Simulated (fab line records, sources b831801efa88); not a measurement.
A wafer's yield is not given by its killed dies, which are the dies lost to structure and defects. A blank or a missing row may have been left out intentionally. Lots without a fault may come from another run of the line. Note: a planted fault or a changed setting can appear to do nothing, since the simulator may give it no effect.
Which tool is to blame? + flow sky130 + 24 lots, 72 wafers sampled, at 6 steps of a route of 708

== WHAT EACH GAUGE READ, for each wafer ==
SKY_POLY_GATE_CD_MEAS_13: target cd 150 nm. Usual: 149.8 nm for cdNm, sd 1.3.
| lot  | measured     | on       | cdNm (nm)         | flag |
|------|--------------|----------|-------------------|------|
| L074 | day 16 19:07 | cdSem-01 | 151.5 149.9 151.6 |      |
| L075 | day 17 00:59 | cdSem-02 | 150.2 150.8 148.7 |      |
| L076 | day 17 12:27 | cdSem-01 | 150.6 150.5 149.3 |      |
| L077 | day 17 17:36 | cdSem-02 | 150.5 148.9 149.9 |      |
| L078 | day 18 07:49 | cdSem-01 | 150.7 150.3 150.4 |      |
| L079 | day 18 15:51 | cdSem-02 | 149.9 150.4 150.6 |      |
| L080 | day 18 23:46 | cdSem-01 | 148.9 148.8 148.1 |      |
| L081 | day 19 19:59 | cdSem-01 | 149.0 149.2 148.9 |      |
| L082 | day 20 17:50 | cdSem-02 | 150.7 151.2 150.9 |      |
| L083 | day 20 21:45 | cdSem-01 | 149.3 149.5 149.5 |      |
| L084 | day 21 02:55 | cdSem-01 | 146.8 147.0 147.6 |      |
| L086 | day 21 10:24 | cdSem-02 | 151.7 151.4 151.1 |      |
| L085 | day 21 11:33 | cdSem-02 | 148.6 149.8 148.0 |      |
| L087 | day 21 16:56 | cdSem-02 | 151.4 149.5 150.4 |      |
| L088 | day 22 04:43 | cdSem-02 | 148.0 148.4 148.3 |      |
| L089 | day 22 08:15 | cdSem-02 | 148.6 147.1 148.2 |      |
| L090 | day 22 19:29 | cdSem-01 | 147.9 148.8 149.6 |      |
| L091 | day 23 01:51 | cdSem-01 | 150.4 150.8 148.2 |      |
| L092 | day 23 10:28 | cdSem-01 | 150.9 151.2 153.0 |      |
| L093 | day 23 12:53 | cdSem-01 | 147.6 147.6 149.4 |      |
| L094 | day 24 03:53 | cdSem-02 | 149.5 148.8 149.5 |      |
| L095 | day 24 13:08 | cdSem-02 | 152.0 151.8 151.8 |      |
| L096 | day 24 17:07 | cdSem-02 | 150.2 150.7 150.9 |      |
| L097 | day 25 03:02 | cdSem-02 | 149.8 149.8 150.3 |      |

SKY_VIA2_CD_MEAS_12: target cd 200 nm. Usual: 200.5 nm for cdNm, sd 1.4.
| lot  | measured     | on       | cdNm (nm)         | flag |
|------|--------------|----------|-------------------|------|
| L074 | day 36 23:03 | cdSem-01 | 198.4 199.4 199.4 |      |
| L075 | day 37 06:05 | cdSem-02 | 199.5 200.8 200.5 |      |
| L076 | day 37 13:25 | cdSem-02 | 201.6 201.9 201.4 |      |
| L077 | day 37 17:24 | cdSem-02 | 199.4 199.2 199.6 |      |
| L078 | day 38 05:07 | cdSem-02 | 198.3 197.4 198.1 |      |
| L079 | day 38 11:46 | cdSem-01 | 201.7 199.5 200.1 |      |
| L080 | day 38 20:19 | cdSem-01 | 201.4 200.9 201.4 |      |
| L081 | day 39 11:27 | cdSem-02 | 199.7 199.4 198.5 |      |
| L082 | day 40 07:27 | cdSem-02 | 202.4 201.5 201.8 |      |
| L083 | day 40 08:59 | cdSem-01 | 202.6 202.5 202.4 |      |
| L084 | day 40 12:22 | cdSem-01 | 201.5 200.9 200.8 |      |
| L086 | day 40 19:23 | cdSem-02 | 199.6 200.8 200.6 |      |
| L085 | day 40 19:00 | cdSem-02 | 200.9 201.0 199.8 |      |
| L087 | day 40 20:22 | cdSem-02 | 198.6 196.9 199.9 |      |
| L088 | day 41 08:19 | cdSem-01 | 200.7 199.6 200.4 |      |
| L089 | day 41 13:12 | cdSem-02 | 199.3 199.1 200.4 |      |
| L090 | day 41 17:55 | cdSem-01 | 201.5 202.0 201.2 |      |
| L091 | day 42 00:18 | cdSem-02 | 199.0 199.1 199.1 |      |
| L092 | day 42 14:01 | cdSem-02 | 199.2 198.8 198.7 |      |
| L093 | day 42 06:35 | cdSem-02 | 203.1 202.0 203.0 |      |
| L094 | day 42 21:23 | cdSem-01 | 201.5 202.7 201.9 |      |
| L095 | day 43 03:26 | cdSem-01 | 202.4 201.7 201.9 |      |
| L096 | day 43 06:25 | cdSem-01 | 200.5 199.6 199.0 |      |
| L097 | day 43 12:03 | cdSem-02 | 200.9 199.7 198.2 |      |

SKY_PASSIVATION_THK_MEAS_01. Usual: PASSIVATION_CVD_00_THK 90.3 nm, standard deviation 1.1.
| lot  | measured     | on           | PASSIVATION_CVD_00_THK (nm) | flag |
|------|--------------|--------------|-----------------------------|------|
| L074 | day 44 12:29 | filmMetro-04 | 91.1 91.6 92.1              |      |
| L075 | day 44 19:05 | filmMetro-02 | 88.4 90.8 90.1              |      |
| L076 | day 45 01:12 | filmMetro-04 | 88.9 89.8 90.4              |      |
| L077 | day 45 05:48 | filmMetro-02 | 89.7 91.0 91.1              |      |
| L078 | day 45 14:26 | filmMetro-04 | 88.4 88.0 88.3              |      |
| L079 | day 45 18:48 | filmMetro-01 | 88.6 91.9 89.2              |      |
| L080 | day 46 05:44 | filmMetro-01 | 91.2 91.4 90.5              |      |
| L081 | day 46 17:37 | filmMetro-02 | 89.0 90.9 91.2              |      |
| L082 | day 47 09:08 | filmMetro-01 | 89.7 90.2 91.8              |      |
| L083 | day 47 09:49 | filmMetro-02 | 89.8 91.9 90.2              |      |
| L084 | day 47 13:46 | filmMetro-04 | 89.1 89.5 91.3              |      |
| L086 | day 47 19:53 | filmMetro-02 | 91.0 90.1 91.9              |      |
| L085 | day 47 19:05 | filmMetro-02 | 90.9 91.6 90.4              |      |
| L087 | day 47 20:37 | filmMetro-01 | 91.7 90.4 91.7              |      |
| L088 | day 48 06:21 | filmMetro-02 | 90.2 91.7 91.2              |      |
| L089 | day 48 09:52 | filmMetro-02 | 88.2 90.4 90.6              |      |
| L090 | day 48 13:25 | filmMetro-01 | 90.0 89.3 90.5              |      |
| L091 | day 48 19:11 | filmMetro-01 | 87.7 89.2 90.6              |      |
| L092 | day 49 05:59 | filmMetro-02 | 89.4 90.7 91.5              |      |
| L093 | day 48 23:26 | filmMetro-02 | 90.0 88.6 90.5              |      |
| L094 | day 49 11:44 | filmMetro-01 | 87.6 87.8 89.9              |      |
| L095 | day 49 17:55 | filmMetro-04 | 89.3 89.2 91.5              |      |
| L096 | day 49 18:10 | filmMetro-01 | 90.0 88.9 90.8              |      |
| L097 | day 49 22:40 | filmMetro-04 | 89.0 89.7 90.7              |      |

== WHICH TOOL RAN EACH LOT (tool, then ch and the chambers of the sampled wafers, then the start) ==
| lot  | SKY_METAL2_METAL_ETCH_19         | SKY_METAL2_STRIP_20                 | SKY_METAL3_SPUTTER_02       |
|------|----------------------------------|-------------------------------------|-----------------------------|
| L074 | rieMetal-03 ch 0,1, day 35 19:31 | plasmaAsher-04 ch 0,1, day 35 19:37 | pvdSputter-01, day 37 00:45 |
| L075 | rieMetal-02 ch 0,1, day 36 02:09 | plasmaAsher-02 ch 0,1, day 36 02:14 | pvdSputter-04, day 37 07:40 |
| L076 | rieMetal-03 ch 0,1, day 36 09:34 | plasmaAsher-02 ch 0,1, day 36 09:40 | pvdSputter-01, day 37 14:58 |
| L077 | rieMetal-02 ch 0,1, day 36 14:23 | plasmaAsher-02 ch 0, day 36 14:30   | pvdSputter-03, day 37 18:58 |
| L078 | rieMetal-02 ch 0,1, day 37 02:16 | plasmaAsher-02 ch 0,1, day 37 02:22 | pvdSputter-03, day 38 06:42 |
| L079 | rieMetal-01 ch 1, day 37 08:10   | plasmaAsher-02 ch 0,1, day 37 08:19 | pvdSputter-01, day 38 13:20 |
| L080 | rieMetal-02 ch 0, day 37 17:15   | plasmaAsher-04 ch 0,1, day 37 17:25 | pvdSputter-03, day 38 21:51 |
| L081 | rieMetal-01 ch 1, day 38 08:39   | plasmaAsher-01 ch 0,1, day 38 08:48 | pvdSputter-03, day 39 13:00 |
| L082 | rieMetal-03 ch 0,1, day 39 04:55 | plasmaAsher-04 ch 0,1, day 39 05:01 | pvdSputter-01, day 40 09:11 |
| L083 | rieMetal-03 ch 0,1, day 39 06:16 | plasmaAsher-04 ch 0, day 39 06:22   | pvdSputter-04, day 40 10:34 |
| L084 | rieMetal-01 ch 0,1, day 39 09:39 | plasmaAsher-01 ch 0,1, day 39 09:44 | pvdSputter-04, day 40 13:59 |
| L086 | rieMetal-01 ch 0,1, day 39 16:45 | plasmaAsher-04 ch 0,1, day 39 16:50 | pvdSputter-03, day 40 20:58 |
| L085 | rieMetal-03 ch 0,1, day 39 16:21 | plasmaAsher-02 ch 0,1, day 39 16:26 | pvdSputter-04, day 40 20:34 |
| L087 | rieMetal-02 ch 0,1, day 39 18:33 | plasmaAsher-02 ch 0,1, day 39 18:39 | pvdSputter-01, day 40 21:52 |
| L088 | rieMetal-03 ch 0,1, day 40 07:03 | plasmaAsher-04 ch 0,1, day 40 07:09 | pvdSputter-01, day 41 09:52 |
| L089 | rieMetal-02 ch 0,1, day 40 11:39 | plasmaAsher-01 ch 0,1, day 40 11:44 | pvdSputter-04, day 41 14:47 |
| L090 | rieMetal-03 ch 1, day 40 16:45   | plasmaAsher-01 ch 0,1, day 40 16:50 | pvdSputter-03, day 41 19:29 |
| L091 | rieMetal-02 ch 0,1, day 40 22:58 | plasmaAsher-04 ch 0,1, day 40 23:04 | pvdSputter-04, day 42 01:59 |
| L092 | rieMetal-01 ch 0,1, day 41 13:08 | plasmaAsher-01 ch 0,1, day 41 13:13 | pvdSputter-03, day 42 15:34 |
| L093 | rieMetal-02 ch 0, day 41 05:30   | plasmaAsher-01 ch 0, day 41 05:35   | pvdSputter-01, day 42 08:10 |
| L094 | rieMetal-02 ch 0,1, day 41 19:41 | plasmaAsher-02 ch 0,1, day 41 19:46 | pvdSputter-01, day 42 23:32 |
| L095 | rieMetal-01 ch 0,1, day 42 01:33 | plasmaAsher-04 ch 0,1, day 42 01:38 | pvdSputter-04, day 43 05:09 |
| L096 | rieMetal-02 ch 0,1, day 42 05:53 | plasmaAsher-02 ch 0,1, day 42 05:58 | pvdSputter-03, day 43 08:10 |
| L097 | rieMetal-02 ch 0,1, day 42 11:21 | plasmaAsher-04 ch 0,1, day 42 11:26 | pvdSputter-01, day 43 13:43 |
- SKY_METAL2_METAL_ETCH_19: etches the open film in Cl2/BCl3, stops on SiO2, target depth 360 nm, time 78 s.
- SKY_METAL2_STRIP_20: strips in O2/N2.
- SKY_METAL3_SPUTTER_02: material AlCu, target thk 735 nm, time 39.1 s.

== WHAT THE TOOLS THEMSELVES READ (means of the sampled wafers that have a number; where no wafer has one, the mark that the record gives instead) ==
SKY_METAL2_METAL_ETCH_19. Usual: chamberPressureMTorr 10.001 mTorr, standard deviation 0.0094; drypumpMotorCurrentA 5.8 A, standard deviation 0.4; oesProductAu 0.854 a.u., standard deviation 0.0059; throttleValvePct 22.264 %, standard deviation 0.0092.
| lot  | tool        | chamberPressureMTorr (mTorr) | drypumpMotorCurrentA (A) | oesProductAu (a.u.) | throttleValvePct (%) | flag |
|------|-------------|------------------------------|--------------------------|---------------------|----------------------|------|
| L074 | rieMetal-03 | 9.995                        | 5.9                      | 0.850               | 22.259               |      |
| L075 | rieMetal-02 | 10.007                       | 6.1                      | 0.859               | 22.261               |      |
| L076 | rieMetal-03 | 10.000                       | 5.9                      | 0.853               | 22.258               |      |
| L077 | rieMetal-02 | 10.009                       | 6.2                      | 0.861               | 22.273               |      |
| L078 | rieMetal-02 | 10.001                       | 6.1                      | 0.856               | 22.254               |      |
| L079 | rieMetal-01 | 9.994                        | 5.1                      | 0.857               | 22.259               |      |
| L080 | rieMetal-02 | 10.007                       | 6.0                      | 0.855               | 22.273               |      |
| L081 | rieMetal-01 | 10.005                       | 5.1                      | 0.850               | 22.272               |      |
| L082 | rieMetal-03 | 9.996                        | 5.7                      | 0.857               | 22.265               |      |
| L083 | rieMetal-03 | 9.988                        | 5.7                      | 0.852               | 22.263               |      |
| L084 | rieMetal-01 | 10.007                       | 5.4                      | 0.855               | 22.255               |      |
| L086 | rieMetal-01 | 10.002                       | 5.3                      | 0.856               | 22.266               |      |
| L085 | rieMetal-03 | 9.994                        | 5.7                      | 0.846               | 22.269               |      |
| L087 | rieMetal-02 | 10.005                       | 6.1                      | 0.853               | 22.272               |      |
| L088 | rieMetal-03 | 9.995                        | 5.9                      | 0.853               | 22.263               |      |
| L089 | rieMetal-02 | 10.007                       | 6.1                      | 0.856               | 22.271               |      |
| L090 | rieMetal-03 | 10.004                       | 6.0                      | 0.856               | 22.267               |      |
| L091 | rieMetal-02 | 9.997                        | 6.2                      | 0.853               | 22.255               |      |
| L092 | rieMetal-01 | 9.994                        | 5.3                      | 0.856               | 22.258               |      |
| L093 | rieMetal-02 | 10.003                       | 6.0                      | 0.857               | 22.261               |      |
| L094 | rieMetal-02 | 10.003                       | 6.1                      | 0.858               | 22.260               |      |
| L095 | rieMetal-01 | 10.009                       | 5.3                      | 0.860               | 22.264               |      |
| L096 | rieMetal-02 | 10.004                       | 6.1                      | 0.846               | 22.269               |      |
| L097 | rieMetal-02 | 10.000                       | 6.2                      | 0.855               | 22.273               |      |

SKY_METAL2_STRIP_20. Usual: chamberPressureMTorr 1500.1 mTorr, standard deviation 1.3; drypumpMotorCurrentA 6.1 A, standard deviation 0.55; oesProductAu 0.342 a.u., standard deviation 0.0046; stripTimeToEndpointS 2.69 s, standard deviation 0.039.
| lot  | tool           | chamberPressureMTorr (mTorr) | drypumpMotorCurrentA (A) | oesProductAu (a.u.) | stripTimeToEndpointS (s) | flag |
|------|----------------|------------------------------|--------------------------|---------------------|--------------------------|------|
| L074 | plasmaAsher-04 | 1498.9                       | 6.3                      | 0.344               | 2.68                     |      |
| L075 | plasmaAsher-02 | 1500.9                       | 5.6                      | 0.339               | 2.69                     |      |
| L076 | plasmaAsher-02 | 1499.7                       | 5.6                      | 0.344               | 2.70                     |      |
| L077 | plasmaAsher-02 | 1499.2                       | 5.1                      | 0.338               | 2.69                     |      |
| L078 | plasmaAsher-02 | 1500.2                       | 5.6                      | 0.338               | 2.63                     |      |
| L079 | plasmaAsher-02 | 1500.6                       | 6.1                      | 0.340               | 2.64                     |      |
| L080 | plasmaAsher-04 | 1499.9                       | 6.3                      | 0.344               | 2.66                     |      |
| L081 | plasmaAsher-01 | 1501.6                       | 6.2                      | 0.338               | 2.67                     |      |
| L082 | plasmaAsher-04 | 1500.2                       | 6.2                      | 0.345               | 2.70                     |      |
| L083 | plasmaAsher-04 | 1500.2                       | 6.5                      | 0.342               | 2.69                     |      |
| L084 | plasmaAsher-01 | 1498.7                       | 5.9                      | 0.343               | 2.73                     |      |
| L086 | plasmaAsher-04 | 1501.0                       | 6.2                      | 0.345               | 2.73                     |      |
| L085 | plasmaAsher-02 | 1499.3                       | 5.6                      | 0.345               | 2.73                     |      |
| L087 | plasmaAsher-02 | 1500.9                       | 5.6                      | 0.339               | 2.69                     |      |
| L088 | plasmaAsher-04 | 1500.3                       | 6.2                      | 0.342               | 2.70                     |      |
| L089 | plasmaAsher-01 | 1500.8                       | 6.2                      | 0.346               | 2.69                     |      |
| L090 | plasmaAsher-01 | 1501.4                       | 6.0                      | 0.343               | 2.70                     |      |
| L091 | plasmaAsher-04 | 1500.3                       | 6.2                      | 0.340               | 2.69                     |      |
| L092 | plasmaAsher-01 | 1498.7                       | 6.2                      | 0.344               | 2.72                     |      |
| L093 | plasmaAsher-01 | 1500.8                       | 6.5                      | 0.337               | 2.63                     |      |
| L094 | plasmaAsher-02 | 1500.3                       | 6.1                      | 0.340               | 2.64                     |      |
| L095 | plasmaAsher-04 | 1499.9                       | 6.4                      | 0.342               | 2.71                     |      |
| L096 | plasmaAsher-02 | 1499.7                       | 5.6                      | 0.341               | 2.69                     |      |
| L097 | plasmaAsher-04 | 1499.3                       | 6.2                      | 0.338               | 2.66                     |      |

SKY_METAL3_SPUTTER_02. Usual: 30.1 % for throttleValvePct, sd 0.67.
| lot  | tool          | throttleValvePct (%) | flag |
|------|---------------|----------------------|------|
| L074 | pvdSputter-01 | 30.1                 |      |
| L075 | pvdSputter-04 | 29.7                 |      |
| L076 | pvdSputter-01 | 29.7                 |      |
| L077 | pvdSputter-03 | 30.5                 |      |
| L078 | pvdSputter-03 | 30.7                 |      |
| L079 | pvdSputter-01 | 30.4                 |      |
| L080 | pvdSputter-03 | 30.1                 |      |
| L081 | pvdSputter-03 | 29.9                 |      |
| L082 | pvdSputter-01 | 29.9                 |      |
| L083 | pvdSputter-04 | 30.4                 |      |
| L084 | pvdSputter-04 | 30.4                 |      |
| L086 | pvdSputter-03 | 30.0                 |      |
| L085 | pvdSputter-04 | 30.1                 |      |
| L087 | pvdSputter-01 | 29.9                 |      |
| L088 | pvdSputter-01 | 30.2                 |      |
| L089 | pvdSputter-04 | 30.5                 |      |
| L090 | pvdSputter-03 | 30.6                 |      |
| L091 | pvdSputter-04 | 30.0                 |      |
| L092 | pvdSputter-03 | 30.1                 |      |
| L093 | pvdSputter-01 | 30.3                 |      |
| L094 | pvdSputter-01 | 29.8                 |      |
| L095 | pvdSputter-04 | 29.3                 |      |
| L096 | pvdSputter-03 | 30.6                 |      |
| L097 | pvdSputter-01 | 30.3                 |      |

== THE ANSWER, worked out from the rows above alone ==
Rule: a lot counts as off when the mean over its wafers that have a number is more than 3 standard deviations away from the usual mean. Also off: a lot with no number at a reading for which 4 or more lots have one. Where the step has rows for the other lots, those lots are counted as sound. First the gauges in route order, then the tools' own readings, where a lot's mean is used as printed above. The first step at which some lot is off is used, and at that step the reading that is off furthest; a lot without a number counts as furthest.
Nothing can be told from this: no lot is off at any reading shown.

== WHAT THE SIMULATOR HAD INSERTED ==
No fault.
